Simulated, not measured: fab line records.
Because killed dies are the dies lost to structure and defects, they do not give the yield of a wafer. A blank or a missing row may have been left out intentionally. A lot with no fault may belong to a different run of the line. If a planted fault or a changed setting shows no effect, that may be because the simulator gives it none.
Matching of chambers | flow gf180mcu | GF_V1_ETCH_16 on rie_diel-04 has 4 sister chambers
The step etches BARC in N2/H2. 14 wafers are shown with their chamber, then 7 later ones without.

== WAFERS, EACH WITH ITS CHAMBER ==
wafer  | chamber | drypump_motor_current_A (A) | throttle_valve_pct (%) | oes_product_au (a.u.)
L761.3 | 1       | 6.0                         | 13.232                 | 0.862
L761.4 | 0       | 4.8                         | 13.222                 | 0.853
L761.5 | 1       | 6.0                         | 13.228                 | 0.848
L763.3 | 0       | 4.8                         | 13.240                 | 0.854
L763.4 | 1       | 5.9                         | 13.219                 | 0.857
L763.6 | 1       | 6.0                         | 13.226                 | 0.857
L766.1 | 3       | 6.2                         | 13.234                 | 0.854
L766.3 | 0       | 4.8                         | 13.234                 | 0.850
L766.5 | 2       | 5.8                         | 13.215                 | 0.860
L769.3 | 2       | 5.8                         | 13.226                 | 0.860
L769.4 | 1       | 6.0                         | 13.232                 | 0.862
L769.6 | 1       | 6.0                         | 13.227                 | 0.856
L778.4 | 2       | 5.8                         | 13.231                 | 0.851
L778.5 | 2       | 5.8                         | 13.224                 | 0.858

SIGNATURES (means of the wafers above)
reading                 | chamber 0 | chamber 1 | chamber 2 | chamber 3 | scatter within a chamber
drypump_motor_current_A | 4.800     | 5.983     | 5.800     | 6.200     | 0.0289
throttle_valve_pct      | 13.23200  | 13.22733  | 13.22400  | 13.23400  | 0.00646
oes_product_au          | 0.85233   | 0.85700   | 0.85725   | 0.85400   | 0.00442
Rule: a wafer's distance from a chamber is the root of the sum, over the readings, of the square of ((its reading less the chamber's mean) divided by the reading's scatter). If the next closest chamber is less than 2 further off than the closest, the wafer can't be placed; otherwise it belongs to the closest. The scatter is the square root of a quotient: the sum, over the shown wafers, of each reading's squared deviation from its chamber's mean, divided by wafers minus chambers.

== WAFERS WITHOUT THEIR CHAMBER ==
wafer  | drypump_motor_current_A (A) | throttle_valve_pct (%) | oes_product_au (a.u.)
L778.6 | 6.0                         | 13.227                 | 0.864
L779.2 | 4.8                         | 13.241                 | 0.858
L779.3 | 6.2                         | 13.209                 | 0.854
L779.5 | 6.3                         | 13.222                 | 0.845
L780.3 | 6.2                         | 13.229                 | 0.847
L780.4 | 4.8                         | 13.232                 | 0.849
L780.5 | 5.9                         | 13.233                 | 0.858

== THE CHAMBER EACH PASSED THROUGH ==
wafer  | from the rows above     | in truth
L778.6 | 1                       | 1
L779.2 | 0                       | 0
L779.3 | 3                       | 3
L779.5 | 3                       | 3
L780.3 | 3                       | 3
L780.4 | 0                       | 0
L780.5 | can't be placed: 1 or 2 | 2
Correctly placed: 6 of 7. Can't be placed from these rows: 1 (the true chamber is among the candidates in 1). Wrongly placed: 0.
